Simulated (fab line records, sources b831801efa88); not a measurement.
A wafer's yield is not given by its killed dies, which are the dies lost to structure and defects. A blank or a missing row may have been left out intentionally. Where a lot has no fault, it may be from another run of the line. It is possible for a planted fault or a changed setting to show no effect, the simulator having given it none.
fab line records	flow sky130
record lots=5	wafers=15	last_day=47
route steps=708 shown FIELD_ISO@7 NWELL@32 DNWELL@35
lots with no fault: from the same line, run without faults
start_h: start of the lot's first displayed wafer, in hours after the record's first day	wait_h: time in hours since the lot's previous step	" the same as in the row above	L1.1+2: a single row standing in for several wafers	- no value present, or no start provided	* or withheld: withheld	< > ~ a bound
route shown NAME@n: names a module that has steps shown in the file, with the first one's number in the route	usual: mean/standard deviation taken from wafers without a fault	same: alike in all rows	chamber/n: place in a boat	sites: per-site readings	_std_site: their standard deviation	_edge_site: inner sites' mean taken away from outer sites' mean	radius_mm: for every site, how far away it sits from the centre of the wafer	mask NAME#n: copy n	behind: the tool/chamber that last shaped the wafer	hold: the reason the lot was held/the length of the hold in hours/how it ended	device: which transistor (n, p or np) failed to switch	end of line: at the end of the route, the tests of the same wafers	step lacking rows: just its recipe	killed: dies that structure and defects cost at the first sort, which is not the same as the wafer's yield	map: the dies of a wafer, with x for killed, . for not killed, _ for no die there
set.NAME: the run value of the setting; set.NAME@STEP: its run value at that earlier step	model.NAME: the simulator's own value behind a step, which no gauge read
lots at some steps of the route; a table a step, a row a wafer
services: the hour from which a tool's chamber was out of use, counted from the record's first day as start_h (under 0 if before that day), plus the number of hours and why
## steps
# step SKY_FIELD_ISO_HMDS_06
# recipe prime_time_s=60	prime_temp_c=120
# usual chill_plate_temp_C=23.00/0.091
lot.wafer	tool	chamber	start_h	wait_h	chill_plate_temp_C
L074.3	litho_track-03	0	20.29	0.1	23.00
L074.5	"	0	"	"	22.97
L074.6	"	0	"	"	23.04
L076.3	litho_track-04	0	32.89	0.1	23.20
L076.4	"	0	"	"	23.05
L076.6	"	0	"	"	23.06
L078.1	litho_track-03	0	44.14	0.1	22.90
L078.2	"	0	"	"	23.01
L078.4	"	0	"	"	22.90
L079.1	litho_track-02	0	47.13	0.1	23.01
L079.5	"	0	"	"	23.01
L079.6	"	0	"	"	23.14
L085.1	litho_track-03	0	76.44	0.1	22.98
L085.2	"	0	"	"	22.94
L085.6	"	0	"	"	22.89
# step SKY_FIELD_ISO_COAT_07
# recipe resist=BARC	temp_c=withheld	time_s=withheld	spin_rpm=3000	resist_thk_nm=60
# usual chill_plate_temp_C=*
lot.wafer	tool	chamber	start_h	wait_h	chill_plate_temp_C
L074.3	litho_track-03	0	20.44	0.1	*
L074.5	"	0	"	"	*
L074.6	"	0	"	"	*
L076.3	litho_track-04	0	33.04	0.1	*
L076.4	"	0	"	"	*
L076.6	"	0	"	"	*
L078.1	litho_track-03	0	44.29	0.1	*
L078.2	"	0	"	"	*
L078.4	"	0	"	"	*
L079.1	litho_track-02	0	47.28	0.1	*
L079.5	"	0	"	"	*
L079.6	"	0	"	"	*
L085.1	litho_track-03	0	76.59	0.1	*
L085.2	"	0	"	"	*
L085.6	"	0	"	"	*
# step SKY_FIELD_ISO_COAT_08
# recipe resist=KrF-thick	spin_rpm=3000	resist_thk_nm=450
# usual chill_plate_temp_C=22.99/0.099
lot.wafer	tool	chamber	start_h	wait_h	chill_plate_temp_C
L074.3	litho_track-03	0	-	-	22.93
L074.5	"	0	"	"	22.91
L074.6	"	0	"	"	22.93
L076.3	litho_track-04	0	-	-	22.99
L076.4	"	0	"	"	23.05
L076.6	"	0	"	"	23.05
L078.1	litho_track-03	0	-	-	23.14
L078.2	"	0	"	"	23.09
L078.4	"	0	"	"	23.04
L079.1	litho_track-02	0	-	-	23.15
L079.5	"	0	"	"	22.91
L079.6	"	0	"	"	23.08
L085.1	litho_track-03	0	-	-	23.11
L085.2	"	0	"	"	23.18
L085.6	"	0	"	"	23.15
# step SKY_FIELD_ISO_SOFTBAKE_09
# recipe temp_c=100	time_s=90	resist=KrF-thick
# usual chill_plate_temp_C=23.01/0.1
lot.wafer	tool	chamber	start_h	wait_h	chill_plate_temp_C
L074.3	litho_track-03	0	-	-	23.10
L074.5	"	0	"	"	23.08
L074.6	"	0	"	"	23.19
L076.3	litho_track-04	0	-	-	23.05
L076.4	"	0	"	"	22.90
L076.6	"	0	"	"	22.94
L078.1	litho_track-03	0	-	-	23.01
L078.2	"	0	"	"	22.93
L078.4	"	0	"	"	22.87
L079.1	litho_track-02	0	-	-	23.03
L079.5	"	0	"	"	22.92
L079.6	"	0	"	"	23.02
L085.1	litho_track-03	0	-	-	23.03
L085.2	"	0	"	"	23.12
L085.6	"	0	"	"	23.22
# step SKY_FIELD_ISO_EXPOSE_10
# recipe mask_id=FOM	na=0.68	source_shape=annular	sigma_inner=0.4	sigma_outer=0.8	target_cd_nm=150	dose_mj=28
# usual exposure_dose_mJ_cm2=28.004/0.024
lot.wafer	tool	chamber	start_h	wait_h	mask	exposure_dose_mJ_cm2
L074.3	krf_scanner-01	0	-	-	FOM#0	28.018
L074.5	"	0	"	"	FOM#0	28.021
L074.6	"	0	"	"	FOM#0	27.976
L076.3	krf_scanner-01	0	-	-	FOM#0	27.989
L076.4	"	0	"	"	FOM#0	27.994
L076.6	"	0	"	"	FOM#0	27.974
L078.1	krf_scanner-01	0	-	-	FOM#0	28.017
L078.2	"	0	"	"	FOM#0	28.010
L078.4	"	0	"	"	FOM#0	28.023
L079.1	krf_scanner-02	0	-	-	FOM#0	27.954
L079.5	"	0	"	"	FOM#0	27.999
L079.6	"	0	"	"	FOM#0	27.977
L085.1	krf_scanner-02	0	-	-	FOM#0	27.990
L085.2	"	0	"	"	FOM#0	28.014
L085.6	"	0	"	"	FOM#0	27.951
# step SKY_FIELD_ISO_PEB_11
# recipe peb_temp_c=withheld	peb_time_s=withheld	resist=KrF-thick
# usual chill_plate_temp_C=*
lot.wafer	tool	chamber	start_h	wait_h	chill_plate_temp_C
L074.3	litho_track-02	0	-	-	*
L074.5	"	0	"	"	*
L074.6	"	0	"	"	*
L076.3	litho_track-04	0	-	-	*
L076.4	"	0	"	"	*
L076.6	"	0	"	"	*
L078.1	litho_track-04	0	-	-	*
L078.2	"	0	"	"	*
L078.4	"	0	"	"	*
L079.1	litho_track-03	0	-	-	*
L079.5	"	0	"	"	*
L079.6	"	0	"	"	*
L085.1	litho_track-02	0	-	-	*
L085.2	"	0	"	"	*
L085.6	"	0	"	"	*
# step SKY_FIELD_ISO_DEVELOP_12
# recipe develop_time_s=60	resist=KrF-thick	dev_temp_c=21
# usual chill_plate_temp_C=22.98/0.11	developer_temp_C=21.02/0.1
lot.wafer	tool	chamber	start_h	wait_h	chill_plate_temp_C	developer_temp_C
L074.3	litho_track-02	0	-	-	22.94	20.97
L074.5	"	0	"	"	22.84	21.02
L074.6	"	0	"	"	22.85	20.95
L076.3	litho_track-04	0	-	-	22.98	21.12
L076.4	"	0	"	"	23.01	21.01
L076.6	"	0	"	"	22.87	21.29
L078.1	litho_track-04	0	-	-	23.21	20.93
L078.2	"	0	"	"	23.08	20.88
L078.4	"	0	"	"	23.20	21.02
L079.1	litho_track-03	0	-	-	22.92	21.04
L079.5	"	0	"	"	22.98	21.15
L079.6	"	0	"	"	22.92	21.09
L085.1	litho_track-02	0	-	-	22.77	20.98
L085.2	"	0	"	"	22.85	21.03
L085.6	"	0	"	"	22.74	20.98
# step SKY_FIELD_ISO_CD_MEAS_13
# recipe target_cd_nm=150
# usual cd_nm=149.7/1.4
lot.wafer	tool	chamber	start_h	wait_h	cd_nm
L074.3	cd_sem-01	-	28.32	-	150.5
L074.5	"	-	"	"	150.9
L074.6	"	-	"	"	151.2
L076.3	cd_sem-02	-	40.53	-	151.1
L076.4	"	-	"	"	150.7
L076.6	"	-	"	"	151.4
L078.1	cd_sem-02	-	52.14	-	149.4
L078.2	"	-	"	"	149.4
L078.4	"	-	"	"	149.6
L079.1	cd_sem-02	-	55.49	-	151.3
L079.5	"	-	"	"	150.0
L079.6	"	-	"	"	150.0
L085.1	cd_sem-01	-	85.28	-	151.6
L085.2	"	-	"	"	152.1
L085.6	"	-	"	"	150.7
# step SKY_FIELD_ISO_ETCH_14
# recipe chemistry=N2/H2	target=BARC	ion_energy_ev=200	source_w=500	bias_w=100	pressure_mtorr=30	n2_flow_sccm=100	h2_flow_sccm=200	stop_on=SiO2	time_s=45.9	target_depth_a=600
# usual drypump_motor_current_A=5.7/0.42	h2_flow_sccm=200.0/0.63	oes_product_au=0.854/0.0047	throttle_valve_pct=13.224/0.0099
lot.wafer	tool	chamber	start_h	wait_h	drypump_motor_current_A	h2_flow_sccm	oes_product_au	rf_hours_counter_h	throttle_valve_pct
L074.3	rie_diel-03	1	28.40	0.1	5.4	199.8	0.860	4	13.245
L074.5	"	0	"	"	5.1	199.4	0.858	-	13.217
L074.6	"	1	"	"	5.4	199.8	0.852	-	13.220
L076.3	rie_diel-03	0	40.61	0.1	5.1	199.4	0.853	146	13.227
L076.4	"	3	"	"	5.9	199.9	0.849	142	13.199
L076.6	"	3	"	"	5.9	200.0	0.854	-	13.222
L078.1	rie_diel-04	0	52.26	0.1	5.5	200.8	0.848	1	13.238
L078.2	"	2	"	"	5.5	200.5	0.854	61	13.210
L078.4	"	2	"	"	5.5	200.6	0.851	-	13.233
L079.1	rie_diel-03	3	55.61	0.1	5.9	200.4	0.860	142	13.222
L079.5	"	1	"	"	5.4	201.0	0.855	-	13.215
L079.6	"	2	"	"	5.6	200.4	0.859	-	13.194
L085.1	rie_diel-01	0	85.40	0.1	5.5	198.7	0.855	70	13.217
L085.2	"	2	"	"	5.8	199.7	0.854	162	13.231
L085.6	"	2	"	"	5.8	199.3	0.856	-	13.205
# step SKY_FIELD_ISO_ETCH_15
# recipe chemistry=CHF3/O2	target_depth_nm=180	stop_on=Si	source_w=600	bias_w=200	pressure_mtorr=40	chf3_flow_sccm=50	O2_flow_sccm=5	time_s=70.96
# usual drypump_motor_current_A=5.6/0.42	oes_product_au=0.956/0.0063	throttle_valve_pct=8.847/0.0098
lot.wafer	tool	chamber	start_h	wait_h	drypump_motor_current_A	oes_product_au	rf_hours_counter_h	throttle_valve_pct
L074.3	rie_diel-03	1	28.44	0.0	5.3	0.958	5	8.865
L074.5	"	0	"	"	5.1	0.956	-	8.864
L074.6	"	1	"	"	5.4	0.958	-	8.830
L076.3	rie_diel-03	0	40.65	0.0	5.2	0.954	146	8.853
L076.4	"	3	"	"	5.9	0.969	142	8.845
L076.6	"	3	"	"	5.9	0.951	-	8.836
L078.1	rie_diel-04	0	52.30	0.0	5.5	0.959	1	8.838
L078.2	"	2	"	"	5.5	0.966	61	8.848
L078.4	"	2	"	"	5.5	0.964	-	8.841
L079.1	rie_diel-03	3	55.65	0.0	5.9	0.956	142	8.858
L079.5	"	1	"	"	5.4	0.947	-	8.843
L079.6	"	2	"	"	5.6	0.956	-	8.864
L085.1	rie_diel-01	0	85.46	0.0	5.6	0.954	70	8.863
L085.2	"	2	"	"	5.8	0.949	162	8.849
L085.6	"	2	"	"	5.8	0.965	-	8.853
# step SKY_FIELD_ISO_STRIP_16
# recipe chemistry=O2/N2	power_w=1400	pressure_mtorr=1500	platen_temp_c=withheld	o2_flow_sccm=3000	n2_flow_sccm=300	overash_fraction=0.5
# usual drypump_motor_current_A=5.6/0.4	oes_product_au=0.378/0.005	strip_time_to_endpoint_s=3.57/0.031
lot.wafer	tool	chamber	start_h	wait_h	drypump_motor_current_A	oes_product_au	rf_hours_counter_h	strip_time_to_endpoint_s
L074.3	plasma_asher-03	0	28.53	0.1	6.3	0.380	-	3.56
L074.5	"	1	"	"	5.7	0.376	-	3.59
L074.6	"	0	"	"	6.2	0.373	-	3.56
L076.3	plasma_asher-02	1	40.74	0.1	5.9	0.377	-	3.55
L076.4	"	0	"	"	5.3	0.378	-	3.53
L076.6	"	0	"	"	5.3	0.381	-	3.52
L078.1	plasma_asher-03	1	52.36	0.0	5.7	0.379	37	3.52
L078.2	"	0	"	"	6.2	0.382	37	3.54
L078.4	"	0	"	"	6.2	0.373	-	3.52
L079.1	plasma_asher-02	1	55.71	0.0	5.9	0.368	37	3.52
L079.5	"	1	"	"	5.9	0.375	-	3.52
L079.6	"	0	"	"	5.2	0.380	-	3.50
L085.1	plasma_asher-03	1	85.55	0.1	5.7	0.386	41	3.58
L085.2	"	0	"	"	6.2	0.376	41	3.57
L085.6	"	1	"	"	5.7	0.383	-	3.61
# step SKY_FIELD_ISO_ETCH_17
# recipe target_depth_a=3420	mask_material=Si3N4	chemistry=HBr/Cl2/O2	target=Si	taper_deg=5	icp_w=600	bias_w=150	pressure_mtorr=15	HBr_flow_sccm=150	Cl2_flow_sccm=40	O2_flow_sccm=6	time_s=97.7
# usual drypump_motor_current_A=5.4/0.41	oes_product_au=1.003/0.0088	throttle_valve_pct=25.654/0.01
lot.wafer	tool	chamber	start_h	wait_h	drypump_motor_current_A	oes_product_au	rf_hours_counter_h	throttle_valve_pct
L074.3	rie_si-02	2	28.60	0.0	5.8	0.993	22	25.656
L074.5	"	2	"	"	5.7	0.998	-	25.660
L074.6	"	1	"	"	4.9	0.996	-	25.655
L076.3	rie_si-01	0	40.81	0.0	4.8	1.003	2	25.646
L076.4	"	1	"	"	5.5	0.991	140	25.679
L076.6	"	2	"	"	5.1	1.001	-	25.661
L078.1	rie_si-02	0	52.46	0.1	5.7	1.001	51	25.641
L078.2	"	2	"	"	5.7	1.000	22	25.661
L078.4	"	1	"	"	5.0	0.999	3	25.662
L079.1	rie_si-01	1	55.81	0.1	5.5	1.006	140	25.643
L079.5	"	1	"	"	5.5	0.996	-	25.663
L079.6	"	2	"	"	5.1	1.009	-	25.660
L085.1	rie_si-01	1	85.65	0.1	5.5	0.999	141	25.667
L085.2	"	0	"	"	4.8	0.995	3	25.646
L085.6	"	3	"	"	6.0	0.999	-	25.649
# step SKY_FIELD_ISO_WET_ETCH_18
# recipe chemistry=H3PO4	target_depth_nm=25	temp_c=160	target=Si3N4	time_s=286
lot.wafer	tool	chamber	start_h	wait_h
L074.3+5+6	wet_bench-01	2	28.67	0.0
L076.3+4+6	wet_bench-01	1	40.88	0.0
L078.1+2+4	wet_bench-03	3	52.53	0.0
L079.1+5+6	wet_bench-01	2	55.88	0.0
L085.1+2+6	wet_bench-01	2	85.72	0.0
# step SKY_FIELD_ISO_CLEAN_19
# recipe chemistry=SC1/SC2	mix=1:4:20	temp_c=70	time_s=150
lot.wafer	tool	chamber	start_h	wait_h
L074.3+5+6	wet_bench-03	1	28.78	0.0
L076.3+4+6	wet_bench-03	1	40.97	0.0
L078.1+2+4	wet_bench-01	0	52.62	0.0
L079.1+5+6	wet_bench-03	0	55.97	0.0
L085.1+2+6	wet_bench-03	1	85.82	0.0
# step SKY_FIELD_ISO_CLEAN_20
# recipe chemistry=dHF	time_s=20	dilution=100:1
lot.wafer	tool	chamber	start_h	wait_h
L074.3+5+6	wet_bench-01	2	28.83	0.0
L076.3+4+6	wet_bench-04	1	41.02	0.0
L078.1+2+4	wet_bench-03	0	52.67	0.0
L079.1+5+6	wet_bench-04	1	56.02	0.0
L085.1+2+6	wet_bench-04	1	85.87	0.0
# step SKY_FIELD_ISO_WET_ETCH_21
# recipe chemistry=dHF	dilution=100:1	target_depth_nm=20	dry=ipa_marangoni	target=SiO2	temp_c=25	time_s=400
lot.wafer	tool	chamber	start_h	wait_h
L074.3+5+6	wet_bench-03	1	28.85	0.0
L076.3+4+6	wet_bench-01	3	41.03	0.0
L078.1+2+4	wet_bench-04	0	52.68	0.0
L079.1+5+6	wet_bench-01	3	56.03	0.0
L085.1+2+6	wet_bench-01	2	85.89	0.0
# step SKY_FIELD_ISO_OXIDATION_22
# recipe temp_c=950	ambient=O2	stabilise_s=600	purge_s=300	target_thk_a=100	ox_time_s=623
# usual ox_temp_c=950.1/0.41	spike_tc_lower_C=951.9/1.1
# same stabilise_s=600
lot.wafer	tool	chamber	start_h	wait_h	ox_temp_c	spike_tc_lower_C
L074.3	furnace-02	0	29.94	1.0	950.4	951.0
L074.5	"	0	"	"	949.7	951.5
L074.6	"	0	"	"	949.6	951.2
L076.3	furnace-01	0	42.30	1.1	950.0	952.2
L076.4	"	0	"	"	950.1	950.7
L076.6	"	0	"	"	950.7	952.0
L078.1	furnace-01	0	55.49	2.7	950.1	952.1
L078.2	"	0	"	"	950.2	951.2
L078.4	"	0	"	"	950.8	949.7
L079.1	furnace-02	0	57.73	1.6	949.9	949.3
L079.5	"	0	"	"	950.0	951.0
L079.6	"	0	"	"	949.7	952.6
L085.1	furnace-01	0	87.97	2.0	950.1	952.4
L085.2	"	0	"	"	950.8	950.6
L085.6	"	0	"	"	949.4	949.9
# step SKY_FIELD_ISO_THK_MEAS_23
# recipe reads=SiO2_of_FIELD_ISO_OXIDATION_22
# usual FIELD_ISO_OXIDATION_01_THK=10.21/0.19
lot.wafer	tool	chamber	start_h	wait_h	FIELD_ISO_OXIDATION_01_THK[nm]
L074.3	film_metro-03	-	31.13	0.0	10.08
L074.5	"	-	"	"	10.06
L074.6	"	-	"	"	10.09
L076.3	film_metro-01	-	43.49	0.0	10.70
L076.4	"	-	"	"	10.69
L076.6	"	-	"	"	10.62
L078.1	film_metro-03	-	56.67	0.0	10.03
L078.2	"	-	"	"	10.10
L078.4	"	-	"	"	9.96
L079.1	film_metro-03	-	58.90	0.0	10.07
L079.5	"	-	"	"	10.19
L079.6	"	-	"	"	10.24
L085.1	film_metro-01	-	89.15	0.0	10.14
L085.2	"	-	"	"	10.15
L085.6	"	-	"	"	10.25
# step SKY_FIELD_ISO_CVD_24
# recipe material=SiO2	target_thk_nm=595	temp_c=650	sigma_open_frac=0.3	time_s=99.2	sih4_flow_sccm=60	pressure_mtorr=6
# usual sih4_flow_sccm=60.01/0.17
lot.wafer	tool	chamber	start_h	wait_h	sih4_flow_sccm
L074.3	hdpcvd-01	1	31.17	0.0	60.10
L074.5	"	1	"	"	60.20
L074.6	"	2	"	"	60.12
L076.3	hdpcvd-01	1	43.53	0.0	60.07
L076.4	"	0	"	"	59.70
L076.6	"	2	"	"	60.10
L078.1	hdpcvd-01	1	56.73	0.1	59.75
L078.2	"	2	"	"	60.13
L078.4	"	1	"	"	59.97
L079.1	hdpcvd-01	0	58.96	0.1	60.33
L079.5	"	1	"	"	59.89
L079.6	"	2	"	"	59.80
L085.1	hdpcvd-02	1	89.21	0.1	59.89
L085.2	"	2	"	"	60.01
L085.6	"	1	"	"	59.94
# step SKY_FIELD_ISO_THK_MEAS_25
# recipe reads=SiO2_of_FIELD_ISO_CVD_24
# usual FIELD_ISO_CVD_24_THK=600/5.9
lot.wafer	tool	chamber	start_h	wait_h	FIELD_ISO_CVD_24_THK[nm]
L074.3	film_metro-01	-	31.27	0.1	595
L074.5	"	-	"	"	594
L074.6	"	-	"	"	604
L076.3	film_metro-03	-	43.62	0.1	603
L076.4	"	-	"	"	603
L076.6	"	-	"	"	611
L078.1	film_metro-02	-	56.80	0.0	598
L078.2	"	-	"	"	600
L078.4	"	-	"	"	596
L079.1	film_metro-02	-	59.03	0.0	598
L079.5	"	-	"	"	592
L079.6	"	-	"	"	599
L085.1	film_metro-02	-	89.28	0.0	601
L085.2	"	-	"	"	604
L085.6	"	-	"	"	605
# step SKY_FIELD_ISO_ANNEAL_26
# recipe temp_c=1000	time_s=1800	ambient=N2
# usual spike_tc_lower_C=1001.8/1.1
lot.wafer	tool	chamber	start_h	wait_h	spike_tc_lower_C
L074.3	furnace-02	0	32.63	1.4	999.8
L074.5	"	0	"	"	1001.1
L074.6	"	0	"	"	1002.2
L076.3	furnace-01	0	43.66	0.0	1000.8
L076.4	"	0	"	"	1003.0
L076.6	"	0	"	"	1001.9
L078.1	furnace-02	0	58.90	2.1	1000.9
L078.2	"	0	"	"	1000.3
L078.4	"	0	"	"	1000.7
L079.1	furnace-01	0	59.71	0.7	1001.9
L079.5	"	0	"	"	1001.5
L079.6	"	0	"	"	1004.1
L085.1	furnace-01	0	92.04	2.8	1002.3
L085.2	"	0	"	"	1003.0
L085.6	"	0	"	"	1001.4
# step SKY_FIELD_ISO_CMP_27
# recipe stop_on=Si3N4	t_overpolish_s=16	down_force_psi=4	platen_rpm=60	target_thk_nm=457.8	pad_velocity_m_s=0.94248
# usual motor_current_A=12.2/1.1	overpolish_run_s=16.001/0.0095	time_to_endpoint_s=112/3.5
lot.wafer	tool	chamber	start_h	wait_h	motor_current_A	overpolish_run_s	time_to_endpoint_s
L074.3	cmp-02	0	34.23	0.1	13.4	16.010	113
L074.5	"	2	"	"	13.3	15.994	108
L074.6	"	3	"	"	10.3	15.992	112
L076.4	cmp-01	1	45.16	0.0	13.1	16.000	112
L076.3	"	2	"	"	14.3	16.019	114
L076.6	"	1	"	"	13.0	16.002	114
L078.1	cmp-01	3	60.40	0.0	12.7	15.997	113
L078.4	"	0	"	"	11.5	15.989	115
L078.2	"	2	"	"	13.9	15.996	115
L079.1	cmp-01	1	61.31	0.1	12.9	16.012	111
L079.5	"	3	"	"	12.6	15.998	112
L079.6	"	0	"	"	11.8	15.992	117
L085.1	cmp-01	0	93.59	0.1	11.8	16.005	119
L085.2	"	2	"	"	12.8	15.998	118
L085.6	"	3	"	"	12.3	16.003	118
# step SKY_FIELD_ISO_WET_ETCH_28
# recipe chemistry=dHF	target_depth_nm=23.7	target=SiO2	dilution=10:1	temp_c=25	time_s=47
lot.wafer	tool	chamber	start_h	wait_h
L074.3+5+6	wet_bench-01	2	34.43	0.1
L076.3+4+6	wet_bench-01	2	45.46	0.2
L078.1+2+4	wet_bench-03	0	60.70	0.2
L079.1+5+6	wet_bench-01	2	61.51	0.1
L085.1+2+6	wet_bench-01	0	93.84	0.2
# step SKY_FIELD_ISO_WET_ETCH_29
# recipe chemistry=H3PO4	target_depth_nm=160	target=Si3N4	temp_c=160	time_s=1825
lot.wafer	tool	chamber	start_h	wait_h
L074.3+5+6	wet_bench-01	3	34.45	0.0
L076.3+4+6	wet_bench-03	2	45.48	0.0
L078.1+2+4	wet_bench-04	3	60.72	0.0
L079.1+5+6	wet_bench-03	1	61.53	0.0
L085.1+2+6	wet_bench-04	2	93.86	0.0
# step SKY_FIELD_ISO_WET_ETCH_30
# recipe chemistry=dHF	target_depth_nm=25	target=SiO2	dilution=10:1	temp_c=25	time_s=50
lot.wafer	tool	chamber	start_h	wait_h
L074.3+5+6	wet_bench-04	3	34.96	0.0
L076.3+4+6	wet_bench-04	0	46.05	0.0
L078.1+2+4	wet_bench-01	2	61.24	0.0
L079.1+5+6	wet_bench-04	2	62.05	0.0
L085.1+2+6	wet_bench-03	3	94.42	0.0
# step SKY_NWELL_CLEAN_00
# recipe chemistry=SC1/SC2	mix=1:4:20	temp_c=70	time_s=150	dry=n2_spin
lot.wafer	tool	chamber	start_h	wait_h
L074.3+5+6	wet_bench-03	3	34.99	0.0
L076.3+4+6	wet_bench-01	2	46.07	0.0
L078.1+2+4	wet_bench-04	3	61.26	0.0
L079.1+5+6	wet_bench-03	3	62.07	0.0
L085.1+2+6	wet_bench-01	0	94.45	0.0
# step SKY_NWELL_OXIDATION_01
# recipe temp_c=900	ambient=O2	stabilise_s=600	purge_s=300	target_thk_a=100	ox_time_s=1418
# usual ox_temp_c=900.0/0.45	spike_tc_lower_C=901.7/1
# same stabilise_s=600
lot.wafer	tool	chamber	start_h	wait_h	ox_temp_c	spike_tc_lower_C
L074.3	furnace-01	0	36.45	1.4	900.6	902.6
L074.5	"	0	"	"	900.7	903.5
L074.6	"	0	"	"	900.1	903.0
L076.3	furnace-01	0	46.62	0.5	899.9	901.6
L076.4	"	0	"	"	900.1	902.9
L076.6	"	0	"	"	900.2	901.9
L078.1	furnace-02	0	63.00	1.7	900.7	901.2
L078.2	"	0	"	"	900.0	901.6
L078.4	"	0	"	"	899.7	900.7
L079.1	furnace-02	0	63.00	0.9	900.1	899.6
L079.5	"	0	"	"	899.9	901.8
L079.6	"	0	"	"	899.6	899.4
L085.1	furnace-01	0	94.89	0.4	899.7	901.6
L085.2	"	0	"	"	899.6	903.4
L085.6	"	0	"	"	899.7	902.2
# step SKY_NWELL_THK_MEAS_02
# recipe reads=SiO2_of_NWELL_OXIDATION_01
# usual NWELL_OXIDATION_THK=10.10/0.21
lot.wafer	tool	chamber	start_h	wait_h	NWELL_OXIDATION_THK[nm]
L074.3	film_metro-02	-	37.87	0.0	10.51
L074.5	"	-	"	"	10.35
L074.6	"	-	"	"	10.11
L076.3	film_metro-04	-	48.03	0.0	10.47
L076.4	"	-	"	"	10.49
L076.6	"	-	"	"	10.66
L078.1	film_metro-02	-	64.39	0.0	10.12
L078.2	"	-	"	"	10.17
L078.4	"	-	"	"	10.02
L079.1	film_metro-04	-	64.39	0.0	10.17
L079.5	"	-	"	"	10.23
L079.6	"	-	"	"	10.08
L085.1	film_metro-04	-	96.28	0.0	9.82
L085.2	"	-	"	"	9.93
L085.6	"	-	"	"	9.86
# step SKY_DNWELL_DEHYDRATE_00
# recipe temp_c=200	time_s=60
# usual chill_plate_temp_C=23.00/0.1
lot.wafer	tool	chamber	start_h	wait_h	chill_plate_temp_C
L074.3	litho_track-01	0	44.88	7.0	22.96
L074.5	"	0	"	"	22.90
L074.6	"	0	"	"	23.06
L076.3	litho_track-01	0	55.08	7.0	23.06
L076.4	"	0	"	"	22.89
L076.6	"	0	"	"	23.12
L079.1	litho_track-02	0	71.48	7.1	23.16
L079.5	"	0	"	"	23.04
L079.6	"	0	"	"	23.25
L078.1	litho_track-01	0	71.83	7.4	22.91
L078.2	"	0	"	"	22.93
L078.4	"	0	"	"	22.92
L085.1	litho_track-01	0	103.98	7.7	22.92
L085.2	"	0	"	"	22.95
L085.6	"	0	"	"	22.78
# step SKY_DNWELL_HMDS_01
# recipe prime_time_s=60	prime_temp_c=120
# usual chill_plate_temp_C=22.97/0.12
lot.wafer	tool	chamber	start_h	wait_h	chill_plate_temp_C
L074.3	litho_track-01	0	45.03	0.1	22.91
L074.5	"	0	"	"	23.10
L074.6	"	0	"	"	23.04
L076.3	litho_track-01	0	55.23	0.1	23.11
L076.4	"	0	"	"	22.85
L076.6	"	0	"	"	23.12
L079.1	litho_track-02	0	71.63	0.1	23.11
L079.5	"	0	"	"	23.04
L079.6	"	0	"	"	22.99
L078.1	litho_track-01	0	71.98	0.1	23.06
L078.2	"	0	"	"	23.05
L078.4	"	0	"	"	22.76
L085.1	litho_track-01	0	104.13	0.1	22.89
L085.2	"	0	"	"	22.89
L085.6	"	0	"	"	23.09
## services
tool	chamber	start_h	hours	kind
cmp-02	-	0.32	2.4	repair
cmp-02	-	2.67	7.1	pm
rie_diel-04	2	2.83	5.3	repair
krf_scanner-02	-	3.83	0.8	pm
krf_scanner-01	-	8.00	1.3	pm
krf_scanner-02	-	8.98	1.1	repair
hdpcvd-02	-	20.35	28.1	pm
rie_si-01	0	25.96	3.2	repair
krf_scanner-02	-	32.98	1.3	pm
krf_scanner-02	-	34.56	5.1	repair
krf_scanner-01	-	39.71	1.0	pm
rie_diel-04	1	50.42	8.5	repair
cmp-01	-	64.00	4.0	pm
hdpcvd-02	-	66.75	15.0	pm
cmp-01	-	66.88	0.8	repair
cmp-01	-	68.00	-	consumable_replace:conditioner
cmp-01	-	68.00	-	consumable_replace:pad
cmp-01	-	70.65	2.6	repair
furnace-02	-	75.46	10.9	pm
rie_diel-01	3	83.64	16.8	repair
rie_diel-01	1	84.02	4.0	repair
furnace-02	-	95.36	29.1	repair
rie_diel-03	0	101.33	1.9	repair
rie_diel-04	-	102.44	15.6	pm
## key
fault none
